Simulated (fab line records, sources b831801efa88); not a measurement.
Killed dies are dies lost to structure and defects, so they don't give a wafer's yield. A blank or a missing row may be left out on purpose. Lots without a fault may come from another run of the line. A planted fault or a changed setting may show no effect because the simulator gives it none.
fab line records | flow gf180mcu | part 1 of 2: steps 1 to 29 of 39
record lots=5 wafers=15 last_day=34
route steps=602 shown SAB@271 SALICIDE@278 CONTACT@287
lots that met no fault: from a run of the same line without faults
start_h: hours from the record's first day to the start of the lot's first wafer shown | wait_h: hours since the lot's step before | " the same as in the row above | L1.1+2: a row that stands for several wafers | - no value, or no start given | * or withheld: withheld | < > ~ a bound
route shown NAME@n: a module of which the file shows steps, and the number in the route of the first | usual: mean/standard deviation of fault-free wafers | same: alike in all rows | chamber/n: place in a boat | sites: the reading at each site | _std_site: their standard deviation | _edge_site: outer sites' mean less inner sites' | radius_mm: how far each site lies from the wafer's centre | mask NAME#n: copy n | behind: the tool/chamber that last shaped the wafer | hold: why the lot was held/for how many hours/how that ended | device: the transistor (n, p or np) that didn't switch | end of line: the same wafers' tests at the end of the route | a step without rows: its recipe alone | killed: dies lost to structure and defects at the first sort, not the wafer's yield | map: a wafer's dies, x killed, . not, _ none there
set.NAME: the setting as run; set.NAME@STEP: as run at that earlier step | model.NAME: the simulator's own value behind a step, which no gauge read
lots at some steps of the route; a table a step, a row a wafer
services: from which hour (start_h, from the record's first day; less than 0 if before it) a tool's chamber was out of use, for how many hours, and why
## steps
# step GF_SAB_PEB_07
# recipe temp_c=withheld time_s=* resist=NOVOLAK
# columns lot.wafer tool chamber start_h wait_h
L079.1+3+5 litho_track-01 0 - -
L081.2+3+4 litho_track-03 0 - -
L088.1+2+4 litho_track-01 0 - -
L089.3+5+6 litho_track-03 0 - -
L096.1+2+4 litho_track-03 0 - -
# step GF_SAB_DEVELOP_08
# recipe develop_time_s=60 dev_temp_c=23
# columns lot.wafer tool chamber start_h wait_h
L079.1+3+5 litho_track-01 0 381.96 0.1
L081.2+3+4 litho_track-03 0 399.44 0.1
L088.1+2+4 litho_track-01 0 461.91 0.1
L089.3+5+6 litho_track-03 0 467.07 0.1
L096.1+2+4 litho_track-03 0 528.77 0.1
# step GF_SAB_CD_MEAS_09
# recipe target_cd_nm=420
# usual cd_nm=420.2/2.6
# columns lot.wafer tool chamber start_h wait_h cd_nm
L079.1 cd_sem-02 - 382.11 0.1 420.1
L079.3 " - " " 421.1
L079.5 " - " " 420.5
L081.2 cd_sem-02 - 399.59 0.1 420.2
L081.3 " - " " 419.3
L081.4 " - " " 417.7
L088.1 cd_sem-02 - 462.06 0.1 417.4
L088.2 " - " " 416.9
L088.4 " - " " 415.7
L089.3 cd_sem-01 - 467.21 0.1 424.3
L089.5 " - " " 423.2
L089.6 " - " " 423.5
L096.1 cd_sem-02 - 528.92 0.1 420.8
L096.2 " - " " 420.0
L096.4 " - " " 419.2
# step GF_SAB_OVL_MEAS_10
# usual SAB_OVL=0.6/1.3
# columns lot.wafer tool chamber start_h wait_h SAB_OVL[nm]
L079.1 overlay-02 - 382.23 0.1 0.4
L079.3 " - " " -0.5
L079.5 " - " " 2.0
L081.2 overlay-02 - 399.69 0.1 1.0
L081.3 " - " " 0.7
L081.4 " - " " 0.6
L088.1 overlay-01 - 462.18 0.1 -0.9
L088.2 " - " " -1.8
L088.4 " - " " -2.8
L089.3 overlay-01 - 467.30 0.1 1.9
L089.5 " - " " 0.4
L089.6 " - " " 2.5
L096.1 overlay-02 - 529.04 0.1 0.3
L096.2 " - " " 0.3
L096.4 " - " " 0.6
# step GF_SAB_ETCH_11
# recipe chemistry=C4F8/O2/Ar mask_material=NOVOLAK target=SiO2 target_depth_nm=55 source_w=1500 bias_w=1200 pressure_mtorr=40 c4f8_flow_sccm=withheld O2_flow_sccm=6 Ar_flow_sccm=300 time_s=8.5
# usual oes_product_au=0.999/0.012
# columns lot.wafer tool chamber start_h wait_h oes_product_au rf_hours_counter_h
L079.1 rie_diel-04 2 382.26 0.0 0.985 1
L079.3 " 3 " " 1.008 14
L079.5 " 3 " " 1.010 -
L081.2 rie_diel-01 3 399.72 0.0 1.007 26
L081.3 " 0 " " 1.001 -
L081.4 " 3 " " 1.006 -
L088.1 rie_diel-04 3 462.21 0.0 1.007 15
L088.2 " 2 " " 0.981 3
L088.4 " 1 " " 1.010 81
L089.3 rie_diel-04 2 467.32 0.0 0.978 3
L089.5 " 1 " " 1.004 -
L089.6 " 2 " " 0.978 -
L096.1 rie_diel-03 2 529.07 0.0 0.993 5
L096.2 " 0 " " 0.995 1
L096.4 " 3 " " 0.989 44
# step GF_SAB_WET_ETCH_12
# recipe chemistry=dHF target_depth_nm=22 dry=n2_spin target=SiO2 temp_c=25 dilution=100:1 time_s=440
# columns lot.wafer tool chamber start_h wait_h
L079.1+3+5 wet_bench-02 2 382.28 0.0
L081.2+3+4 wet_bench-01 2 399.76 0.0
L088.1+2+4 wet_bench-04 1 462.42 0.2
L089.3+5+6 wet_bench-04 1 467.34 0.0
L096.1+2+4 wet_bench-04 0 529.09 0.0
# step GF_SAB_STRIP_13
# recipe chemistry=O2/N2 power_w=1400 pressure_mtorr=1500 platen_temp_c=250 o2_flow_sccm=3000 n2_flow_sccm=300 overash_fraction=0.5
# usual drypump_motor_current_A=5.5/0.36 heater_power_w=340/28 oes_product_au=0.710/0.0044 strip_time_to_endpoint_s=12.617/0.03
# same overash_fraction=0.5
# columns lot.wafer tool chamber start_h wait_h drypump_motor_current_A heater_power_w oes_product_au rf_hours_counter_h strip_time_to_endpoint_s
L079.1 plasma_asher-01 0 382.42 0.0 5.1 285 0.708 73 12.670
L079.3 " 1 " " 6.3 371 0.704 - 12.673
L079.5 " 0 " " 5.1 286 0.710 - 12.645
L081.2 plasma_asher-01 1 399.89 0.0 6.4 368 0.711 74 12.636
L081.3 " 1 " " 6.4 389 0.702 - 12.615
L081.4 " 0 " " 5.1 284 0.717 - 12.644
L088.1 plasma_asher-04 1 462.56 0.0 5.5 325 0.710 66 12.563
L088.2 " 0 " " 5.4 355 0.712 66 12.576
L088.4 " 0 " " 5.4 362 0.707 - 12.556
L089.3 plasma_asher-04 1 467.51 0.0 5.5 321 0.714 - 12.597
L089.5 " 1 " " 5.5 312 0.719 - 12.636
L089.6 " 0 " " 5.4 367 0.707 - 12.625
L096.1 plasma_asher-03 0 529.22 0.0 5.4 351 0.708 45 12.658
L096.2 " 1 " " 5.7 344 0.707 45 12.594
L096.4 " 0 " " 5.4 350 0.707 - 12.649
# step GF_SALICIDE_CLEAN_00
# recipe chemistry=SC1/SC2 mix=1:4:20 temp_c=70 time_s=150
# columns lot.wafer tool chamber start_h wait_h
L079.1+3+5 wet_bench-03 1 382.52 0.1
L081.2+3+4 wet_bench-02 1 399.99 0.1
L088.1+2+4 wet_bench-02 1 462.75 0.2
L089.3+5+6 wet_bench-02 0 467.58 0.0
L096.1+2+4 wet_bench-03 1 529.32 0.1
# step GF_SALICIDE_WET_ETCH_01
# recipe chemistry=dHF target_depth_nm=5 dry=ipa_marangoni target=SiO2 temp_c=25 dilution=100:1 time_s=100
# columns lot.wafer tool chamber start_h wait_h
L079.1+3+5 wet_bench-02 0 382.57 0.0
L081.2+3+4 wet_bench-03 1 400.04 0.0
L088.1+2+4 wet_bench-02 0 462.80 0.0
L089.3+5+6 wet_bench-03 1 467.63 0.0
L096.1+2+4 wet_bench-01 3 529.37 0.0
# step GF_SALICIDE_SPUTTER_02
# recipe material=Co target_thk_nm=10 power_w=1000 time_s=20 chamber_pressure_pa=0.4
# usual chamber_pressure_pa=0.4000/0.00078 throttle_valve_pct=30.0/0.92
# columns lot.wafer tool chamber start_h wait_h chamber_pressure_pa throttle_valve_pct
L079.1 pvd_sputter-04 - 382.60 0.0 0.4001 29.1
L079.3 " - " " 0.3998 29.5
L079.5 " - " " 0.4003 29.8
L081.2 pvd_sputter-02 - 400.08 0.0 0.3999 31.6
L081.3 " - " " 0.3996 30.2
L081.4 " - " " 0.4009 28.3
L088.1 pvd_sputter-04 - 462.84 0.0 0.4010 29.2
L088.2 " - " " 0.4002 29.8
L088.4 " - " " 0.3997 29.7
L089.3 pvd_sputter-04 - 467.66 0.0 0.4000 29.0
L089.5 " - " " 0.3997 29.9
L089.6 " - " " 0.3996 29.0
L096.1 pvd_sputter-04 - 529.41 0.0 0.3985 29.8
L096.2 " - " " 0.4005 29.5
L096.4 " - " " 0.4002 28.8
# step GF_SALICIDE_SPUTTER_03
# recipe material=TiN target_thk_nm=20 power_w=6500 time_s=16.7 chamber_pressure_pa=0.4
# usual chamber_pressure_pa=0.4000/0.00085 throttle_valve_pct=30.0/0.91
# columns lot.wafer tool chamber start_h wait_h chamber_pressure_pa throttle_valve_pct
L079.1 pvd_sputter-04 - 382.63 0.0 0.3994 29.4
L079.3 " - " " 0.3989 29.5
L079.5 " - " " 0.3997 29.4
L081.2 pvd_sputter-02 - 400.10 0.0 0.4010 31.3
L081.3 " - " " 0.4020 30.5
L081.4 " - " " 0.4000 28.7
L088.1 pvd_sputter-04 - 462.86 0.0 0.4001 29.4
L088.2 " - " " 0.3989 29.7
L088.4 " - " " 0.3999 29.8
L089.3 pvd_sputter-04 - 467.69 0.0 0.4017 28.9
L089.5 " - " " 0.4003 29.5
L089.6 " - " " 0.4015 29.1
L096.1 pvd_sputter-04 - 529.44 0.0 0.4001 29.3
L096.2 " - " " 0.3985 29.7
L096.4 " - " " 0.3982 29.1
# step GF_SALICIDE_RS_MEAS_04
# recipe thk_meas_gauge=four-point-probe reads=TiN_of_SALICIDE_SPUTTER_03+Co_of_SALICIDE_SPUTTER_02
# usual SALICIDE_TIN_RS=16.3/0.31
# columns lot.wafer tool chamber start_h wait_h SALICIDE_TIN_RS[ohm/sq]
L079.1 film_metro-04 - 382.65 0.0 16.6
L079.3 " - " " 16.2
L079.5 " - " " 16.0
L081.2 film_metro-03 - 400.15 0.0 16.2
L081.3 " - " " 16.2
L081.4 " - " " 16.1
L088.1 film_metro-03 - 462.89 0.0 16.8
L088.2 " - " " 16.5
L088.4 " - " " 16.5
L089.3 film_metro-03 - 467.76 0.1 16.8
L089.5 " - " " 16.3
L089.6 " - " " 16.8
L096.1 film_metro-03 - 529.46 0.0 16.7
L096.2 " - " " 16.6
L096.4 " - " " 16.8
# step GF_SALICIDE_THK_MEAS_05
# recipe thk_meas_gauge=xrf reads=TiN_of_SALICIDE_SPUTTER_03
# usual SALICIDE_TIN_THK=20.32/0.29
# columns lot.wafer tool chamber start_h wait_h SALICIDE_TIN_THK[nm]
L079.1 film_metro-04 - 382.77 0.1 20.30
L079.3 " - " " 20.42
L079.5 " - " " 20.89
L081.2 film_metro-03 - 400.26 0.1 20.27
L081.3 " - " " 19.81
L081.4 " - " " 19.78
L088.1 film_metro-03 - 463.01 0.1 20.33
L088.2 " - " " 20.36
L088.4 " - " " 20.43
L089.3 film_metro-03 - 467.86 0.1 19.90
L089.5 " - " " 20.16
L089.6 " - " " 19.84
L096.1 film_metro-03 - 529.58 0.1 20.13
L096.2 " - " " 20.33
L096.4 " - " " 20.07
# step GF_SALICIDE_RTA_06
# recipe temp_c=530 time_s=30 ambient=N2
# usual lamp_power_pct=6.66/0.047 wafer_temp_C_max=532.2/0.46
# columns lot.wafer tool chamber start_h wait_h lamp_power_pct wafer_temp_C_max
L079.1 rtp_anneal-01 0 382.83 0.1 6.70 532.3
L079.3 " 0 " " 6.71 532.4
L079.5 " 0 " " 6.71 532.4
L081.2 rtp_anneal-01 0 400.33 0.1 6.72 531.9
L081.3 " 0 " " 6.72 532.4
L081.4 " 0 " " 6.70 532.0
L088.1 rtp_anneal-02 0 463.07 0.1 6.62 531.4
L088.2 " 0 " " 6.62 532.4
L088.4 " 0 " " 6.62 532.7
L089.3 rtp_anneal-01 0 467.93 0.1 6.71 532.5
L089.5 " 0 " " 6.70 532.3
L089.6 " 0 " " 6.71 532.8
L096.1 rtp_anneal-01 0 529.64 0.1 6.71 532.0
L096.2 " 0 " " 6.70 532.7
L096.4 " 0 " " 6.71 532.1
# step GF_SALICIDE_WET_ETCH_07
# recipe chemistry=SPM target_depth_nm=120 dry=n2_spin
# columns lot.wafer tool chamber start_h wait_h
L079.1+3+5 wet_bench-03 3 382.93 0.1
L081.2+3+4 wet_bench-01 2 400.41 0.1
L088.1+2+4 wet_bench-03 1 463.17 0.1
L089.3+5+6 wet_bench-02 3 468.00 0.1
L096.1+2+4 wet_bench-03 2 529.74 0.1
# step GF_SALICIDE_RTA_08
# recipe temp_c=800 time_s=30 ambient=N2
# usual lamp_power_pct=18.52/0.13 wafer_temp_C_max=803.2/0.69
# columns lot.wafer tool chamber start_h wait_h lamp_power_pct wafer_temp_C_max
L079.1 rtp_anneal-02 0 383.03 0.0 18.39 802.5
L079.3 " 0 " " 18.37 803.1
L079.5 " 0 " " 18.35 803.6
L081.2 rtp_anneal-02 0 400.52 0.0 18.34 802.5
L081.3 " 0 " " 18.36 802.0
L081.4 " 0 " " 18.34 802.8
L088.1 rtp_anneal-01 0 463.26 0.0 18.67 805.0
L088.2 " 0 " " 18.59 802.8
L088.4 " 0 " " 18.61 803.5
L089.3 rtp_anneal-02 0 468.12 0.0 18.35 802.6
L089.5 " 0 " " 18.36 802.8
L089.6 " 0 " " 18.39 802.7
L096.1 rtp_anneal-01 0 529.84 0.0 18.63 803.1
L096.2 " 0 " " 18.62 803.5
L096.4 " 0 " " 18.64 803.6
# step GF_CONTACT_CVD_00
# recipe material=SiO2 target_thk_nm=300 sigma_open_frac=0.3 temp_c=400 time_s=50 sih4_flow_sccm=60 pressure_mtorr=6
# columns lot.wafer tool chamber start_h wait_h
L079.1+3+5 hdpcvd-02 1,2,1 383.13 0.1
L081.2+3+4 hdpcvd-01 0,2,0 400.60 0.1
L088.1+2+4 hdpcvd-02 0,2,2 463.36 0.1
L089.3+5+6 hdpcvd-01 1,2,0 468.19 0.1
L096.1+2+4 hdpcvd-01 2,0,1 529.94 0.1
# step GF_CONTACT_THK_MEAS_01
# recipe reads=SiO2_of_CONTACT_CVD_00
# usual CONTACT_CVD_00_THK=301/3.1
# columns lot.wafer tool chamber start_h wait_h CONTACT_CVD_00_THK[nm]
L079.1 film_metro-03 - 383.17 0.0 302
L079.3 " - " " 301
L079.5 " - " " 301
L081.2 film_metro-04 - 400.66 0.0 303
L081.3 " - " " 302
L081.4 " - " " 303
L088.1 film_metro-02 - 463.43 0.0 298
L088.2 " - " " 298
L088.4 " - " " 301
L089.3 film_metro-04 - 468.25 0.0 302
L089.5 " - " " 299
L089.6 " - " " 308
L096.1 film_metro-04 - 529.98 0.0 301
L096.2 " - " " 303
L096.4 " - " " 303
# step GF_CONTACT_CVD_02
# recipe material=SiO2 target_thk_nm=860 precursor=TEOS temp_c=400 time_s=95.992 rf_w=600
# usual heater_power_w=629/73
# columns lot.wafer tool chamber start_h wait_h heater_power_w
L079.1 pecvd-03 2 383.23 0.1 533
L079.3 " 1 " " 584
L079.5 " 1 " " 616
L081.2 pecvd-03 1 400.71 0.0 586
L081.3 " 2 " " 626
L081.4 " 1 " " 594
L088.1 pecvd-04 1 463.49 0.1 695
L088.2 " 0 " " 622
L088.4 " 1 " " 752
L089.3 pecvd-03 0 468.29 0.0 630
L089.5 " 1 " " 605
L089.6 " 0 " " 658
L096.1 pecvd-04 2 530.04 0.1 735
L096.2 " 0 " " 629
L096.4 " 0 " " 641
# step GF_CONTACT_THK_MEAS_03
# recipe reads=SiO2_of_CONTACT_CVD_02
# usual CONTACT_CVD_02_THK=859/12
# columns lot.wafer tool chamber start_h wait_h CONTACT_CVD_02_THK[nm]
L079.1 film_metro-02 - 383.30 0.0 868
L079.3 " - " " 865
L079.5 " - " " 885
L081.2 film_metro-03 - 400.79 0.0 855
L081.3 " - " " 861
L081.4 " - " " 867
L088.1 film_metro-04 - 463.56 0.0 835
L088.2 " - " " 830
L088.4 " - " " 861
L089.3 film_metro-02 - 468.38 0.1 864
L089.5 " - " " 869
L089.6 " - " " 879
L096.1 film_metro-03 - 530.11 0.0 856
L096.2 " - " " 845
L096.4 " - " " 871
# step GF_CONTACT_CMP_04
# recipe material=SiO2 down_force_psi=4 platen_rpm=60 pad_velocity_m_s=0.94248
# usual motor_current_A=11.9/0.54 slurry_flow_ml_min=150.0/0.44 time_to_endpoint_s=114/6.1
# columns lot.wafer tool chamber start_h wait_h motor_current_A slurry_flow_ml_min time_to_endpoint_s
L079.1 cmp-02 2 383.36 0.1 12.7 149.9 125
L079.3 " 1 " " 11.4 150.2 122
L079.5 " 3 " " 12.2 149.6 125
L081.2 cmp-01 2 400.84 0.0 11.1 149.8 114
L081.4 " 3 " " 11.2 150.1 113
L081.3 " 0 " " 12.0 150.4 117
L088.1 cmp-01 2 463.62 0.1 11.0 149.7 107
L088.2 " 0 " " 12.1 150.3 107
L088.4 " 1 " " 11.9 150.6 114
L089.3 cmp-01 1 468.42 0.0 11.8 149.6 107
L089.6 " 1 " " 12.4 149.5 113
L089.5 " 2 " " 11.3 149.4 119
L096.1 cmp-02 2 530.22 0.1 12.8 150.1 113
L096.4 " 3 " " 12.2 149.7 113
L096.2 " 0 " " 12.2 150.4 106
# step GF_CONTACT_BOW_MEAS_05
# recipe mode=bow
# usual CONTACT_BOW=65/6.5
# columns lot.wafer tool chamber start_h wait_h CONTACT_BOW[um]
L079.1 film_metro-03 - 383.66 0.2 62
L079.3 " - " " 68
L079.5 " - " " 70
L081.2 film_metro-02 - 401.16 0.3 57
L081.3 " - " " 60
L081.4 " - " " 66
L088.1 film_metro-02 - 463.92 0.2 59
L088.2 " - " " 68
L088.4 " - " " 60
L089.3 film_metro-04 - 468.76 0.3 61
L089.5 " - " " 67
L089.6 " - " " 57
L096.1 film_metro-02 - 530.47 0.2 61
L096.2 " - " " 67
L096.4 " - " " 66
# step GF_CONTACT_DEHYDRATE_06
# recipe temp_c=200 time_s=60
# usual heater_power_total_W=160.36/0.12
# columns lot.wafer tool chamber start_h wait_h heater_power_total_W
L079.1 litho_track-04 0 394.59 10.9 160.47
L079.3 " 0 " " 160.45
L079.5 " 0 " " 160.40
L081.2 litho_track-01 0 412.03 10.9 160.29
L081.3 " 0 " " 160.59
L081.4 " 0 " " 160.29
L088.1 litho_track-04 0 475.64 11.7 160.26
L088.2 " 0 " " 160.18
L088.4 " 0 " " 160.30
L089.3 litho_track-02 0 480.38 11.6 160.46
L089.5 " 0 " " 160.57
L089.6 " 0 " " 160.54
L096.1 litho_track-04 0 541.09 10.6 160.19
L096.2 " 0 " " 160.46
L096.4 " 0 " " 160.60
# step GF_CONTACT_HMDS_07
# recipe prime_time_s=60 prime_temp_c=120
# same prime_time_s=60
# columns lot.wafer tool chamber start_h wait_h
L079.1+3+5 litho_track-04 0 394.74 0.1
L081.2+3+4 litho_track-01 0 412.18 0.1
L088.1+2+4 litho_track-04 0 475.79 0.1
L089.3+5+6 litho_track-02 0 480.53 0.1
L096.1+2+4 litho_track-04 0 541.24 0.1
# step GF_CONTACT_COAT_08
# recipe resist=BARC temp_c=withheld time_s=withheld spin_rpm=withheld resist_thk_nm=withheld
# columns lot.wafer tool chamber start_h wait_h
L079.1+3+5 litho_track-04 0 394.89 0.1
L081.2+3+4 litho_track-01 0 412.33 0.1
L088.1+2+4 litho_track-04 0 475.94 0.1
L089.3+5+6 litho_track-02 0 480.68 0.1
L096.1+2+4 litho_track-04 0 541.39 0.1
# step GF_CONTACT_COAT_09
# recipe resist=KrF spin_rpm=withheld resist_thk_nm=1000
# columns lot.wafer tool chamber start_h wait_h
L079.1+3+5 litho_track-04 0 - -
L081.2+3+4 litho_track-01 0 - -
L088.1+2+4 litho_track-04 0 - -
L089.3+5+6 litho_track-02 0 - -
L096.1+2+4 litho_track-04 0 - -
# step GF_CONTACT_SOFTBAKE_10
# recipe temp_c=130 time_s=60 resist=KrF
# usual heater_power_total_W=93.04/0.068
# columns lot.wafer tool chamber start_h wait_h heater_power_total_W
L079.1 litho_track-04 0 - - 92.91
L079.3 " 0 " " 93.11
L079.5 " 0 " " 93.04
L081.2 litho_track-01 0 - - 93.09
L081.3 " 0 " " 92.97
L081.4 " 0 " " 92.95
L088.1 litho_track-04 0 - - 93.07
L088.2 " 0 " " 92.86
L088.4 " 0 " " 93.10
L089.3 litho_track-02 0 - - 93.07
L089.5 " 0 " " 92.90
L089.6 " 0 " " 92.94
L096.1 litho_track-04 0 - - 93.05
L096.2 " 0 " " 93.15
L096.4 " 0 " " 92.99
# step GF_CONTACT_EXPOSE_11
# recipe mask_id=Contact target_cd_nm=220 na=0.68 source_shape=conventional sigma_outer=0.6 dose_mj=38
# usual stage_vel_mm_s=500.07/0.26
# columns lot.wafer tool chamber start_h wait_h mask stage_vel_mm_s
L079.1 krf_scanner-01 0 - - Contact#0 500.17
L079.3 " 0 " " Contact#0 500.01
L079.5 " 0 " " Contact#0 500.08
L081.2 krf_scanner-02 0 - - Contact#0 500.25
L081.3 " 0 " " Contact#0 500.15
L081.4 " 0 " " Contact#0 500.10
L088.1 krf_scanner-01 0 - - Contact#0 500.00
L088.2 " 0 " " Contact#0 499.84
L088.4 " 0 " " Contact#0 499.81
L089.3 krf_scanner-02 0 - - Contact#0 499.80
L089.5 " 0 " " Contact#0 499.94
L089.6 " 0 " " Contact#0 499.93
L096.1 krf_scanner-02 0 - - Contact#0 499.96
L096.2 " 0 " " Contact#0 500.11
L096.4 " 0 " " Contact#0 499.85
# step GF_CONTACT_PEB_12
# recipe peb_temp_c=135 peb_time_s=90 resist=KrF
# usual heater_power_total_W=85.69/0.081
# columns lot.wafer tool chamber start_h wait_h heater_power_total_W
L079.1 litho_track-04 0 - - 85.76
L079.3 " 0 " " 85.74
L079.5 " 0 " " 85.75
L081.2 litho_track-02 0 - - 85.63
L081.3 " 0 " " 85.53
L081.4 " 0 " " 85.75
L088.1 litho_track-01 0 - - 85.73
L088.2 " 0 " " 85.73
L088.4 " 0 " " 85.68
L089.3 litho_track-01 0 - - 85.60
L089.5 " 0 " " 85.73
L089.6 " 0 " " 85.74
L096.1 litho_track-02 0 - - 85.74
L096.2 " 0 " " 85.75
L096.4 " 0 " " 85.83
